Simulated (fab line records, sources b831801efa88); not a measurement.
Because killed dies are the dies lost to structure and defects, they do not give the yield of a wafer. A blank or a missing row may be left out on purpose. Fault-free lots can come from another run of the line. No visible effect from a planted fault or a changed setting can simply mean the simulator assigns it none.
Chamber matching / flow gf180mcu / GF_CONTACT_CMP_27 on cmp-02 has 4 sister chambers
The step polishes, stops on SiO2, t overpolish 15 s, target thk 0 nm. 8 wafers are shown with their chamber, then 9 later ones without.

## WAFERS PAIRED WITH THEIR CHAMBERS
wafer=L394.1; chamber=2; motor_current_A (A)=12.4; time_to_endpoint_s (s)=74
wafer=L398.6; chamber=2; motor_current_A (A)=12.4; time_to_endpoint_s (s)=75
wafer=L400.1; chamber=0; motor_current_A (A)=11.0; time_to_endpoint_s (s)=72
wafer=L405.1; chamber=1; motor_current_A (A)=12.3; time_to_endpoint_s (s)=75
wafer=L405.2; chamber=3; motor_current_A (A)=11.4; time_to_endpoint_s (s)=71
wafer=L405.6; chamber=3; motor_current_A (A)=11.6; time_to_endpoint_s (s)=73
wafer=L406.3; chamber=0; motor_current_A (A)=11.6; time_to_endpoint_s (s)=71
wafer=L406.5; chamber=1; motor_current_A (A)=12.8; time_to_endpoint_s (s)=71

## WAFERS WITH NO CHAMBER GIVEN
wafer=L406.6; motor_current_A (A)=11.4; time_to_endpoint_s (s)=66
wafer=L407.2; motor_current_A (A)=13.0; time_to_endpoint_s (s)=69
wafer=L407.4; motor_current_A (A)=10.6; time_to_endpoint_s (s)=67
wafer=L408.1; motor_current_A (A)=12.3; time_to_endpoint_s (s)=70
wafer=L408.2; motor_current_A (A)=11.5; time_to_endpoint_s (s)=69
wafer=L408.5; motor_current_A (A)=11.2; time_to_endpoint_s (s)=68
wafer=L417.3; motor_current_A (A)=11.7; time_to_endpoint_s (s)=70
wafer=L417.5; motor_current_A (A)=11.4; time_to_endpoint_s (s)=74
wafer=L417.6; motor_current_A (A)=11.4; time_to_endpoint_s (s)=73

## EACH ONE'S CHAMBER
wafer=L406.6; from the rows above=can't be placed: 0 or 3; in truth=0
wafer=L407.2; from the rows above=can't be placed: 1 or 2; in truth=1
wafer=L407.4; from the rows above=can't be placed: 0 or 3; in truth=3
wafer=L408.1; from the rows above=can't be placed: 1 or 2 or 3 or 0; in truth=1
wafer=L408.2; from the rows above=can't be placed: 0 or 3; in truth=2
wafer=L408.5; from the rows above=can't be placed: 0 or 3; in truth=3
wafer=L417.3; from the rows above=can't be placed: 3 or 0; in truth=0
wafer=L417.5; from the rows above=can't be placed: 3 or 0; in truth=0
wafer=L417.6; from the rows above=can't be placed: 3 or 0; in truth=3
Placed correctly: 0 of 9. Unplaceable from these rows: 9, with the true chamber sitting among the candidates in 8. 0 placed wrongly.
How it was worked out, from the rows above alone: a wafer's distance from a chamber is the root of the sum, over the readings, of the square of ((its reading less the chamber's mean) divided by the reading's scatter). The wafer belongs to the nearest chamber; if the next one is less than 2 further off, it can't be placed. For every chamber, the mean is computed from those of its wafers that are shown. The scatter: take each reading less its chamber's mean, square it, sum over the shown wafers, divide by the number of wafers less the number of chambers, and take the root.
